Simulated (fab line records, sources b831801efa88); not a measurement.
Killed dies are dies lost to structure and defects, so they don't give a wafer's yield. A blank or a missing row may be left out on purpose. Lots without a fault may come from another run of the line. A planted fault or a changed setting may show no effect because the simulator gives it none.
One fault seen from 2 desks | flow gf180mcu | each desk has only its own numbers; what lay behind them comes last

THE METROLOGY DESK
What the gauges read, lot by lot, whatever tool the lot ran on: means of the sampled wafers that have a number. A lot is out of limits, marked OUT, if its mean lies more than 4 standard deviations from the usual mean; the brackets give that distance.
Columns: A = V1_CVD_00_THK at GF_V1_THK_MEAS_01, usual 598 nm
lot  | first seen here | A
L945 | day 18 20:37    | 596
L948 | day 19 14:45    | 592
L947 | day 19 18:37    | 591
L949 | day 19 22:19    | 598
L950 | day 20 09:16    | 596
L957 | day 22 21:32    | 606
L958 | day 23 08:20    | 609
L959 | day 23 12:59    | 606
L960 | day 23 21:04    | 597
L961 | day 24 03:26    | 597
L963 | day 24 14:57    | 596
L964 | day 25 04:47    | 590
This desk's finding: nothing out of limits on any of the 12 lots.

THE TOOL OWNER'S DESK: cmp-01
The tool's own readings at GF_V1_CMP_26 (polishes, stops on SiO2, t overpolish 15 s, target thk 0 nm): means of the sampled wafers that have a number, for each lot that ran on this tool. A lot is out of limits, marked OUT, if its mean lies more than 4 standard deviations from the usual mean; the brackets give that distance.
Columns: A = motor_current_A at GF_V1_CMP_26, usual 11.5 A; B = overpolish_run_s at GF_V1_CMP_26, usual 15.001 s; C = time_to_endpoint_s at GF_V1_CMP_26, usual 86 s
lot  | first seen here | A    | B      | C
L948 | day 20 17:34    | 10.7 | 15.002 | 83
L947 | day 20 20:15    | 10.6 | 15.005 | 83
L949 | day 21 00:06    | 10.1 | 15.009 | 74
L950 | day 21 11:30    | 10.3 | 15.000 | 72 (-4.5) OUT
L958 | day 24 08:51    | 11.2 | 15.005 | 83
L959 | day 24 13:42    | 10.2 | 14.998 | 86
L960 | day 24 21:25    | 10.6 | 15.002 | 86
L963 | day 25 14:16    | 10.3 | 14.998 | 92
L964 | day 26 03:59    | 11.0 | 15.006 | 83
This desk's finding: out of limits on L950; first on L950, day 21 11:30 (time_to_endpoint_s at GF_V1_CMP_26). In limits: L948, L947, L949, L958, L959, L960, L963, L964.

PUT TOGETHER
The tool owner's desk could have raised an alarm at day 21 11:30, on L950.
The metrology desk saw nothing out of limits.
The metrology desk has L950 on record, within its limits.
Of the lots named, all ran GF_V1_CMP_26 on cmp-01.

WHAT THE SIMULATOR HAD PUT IN
Process parameter drift: cmp-01, from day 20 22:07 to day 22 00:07, at GF_V1_CMP_26. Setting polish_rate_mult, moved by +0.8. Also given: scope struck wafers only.
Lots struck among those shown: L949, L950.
Hours from the fault's start to each desk's first reading out of limits: the tool owner's desk, 13.
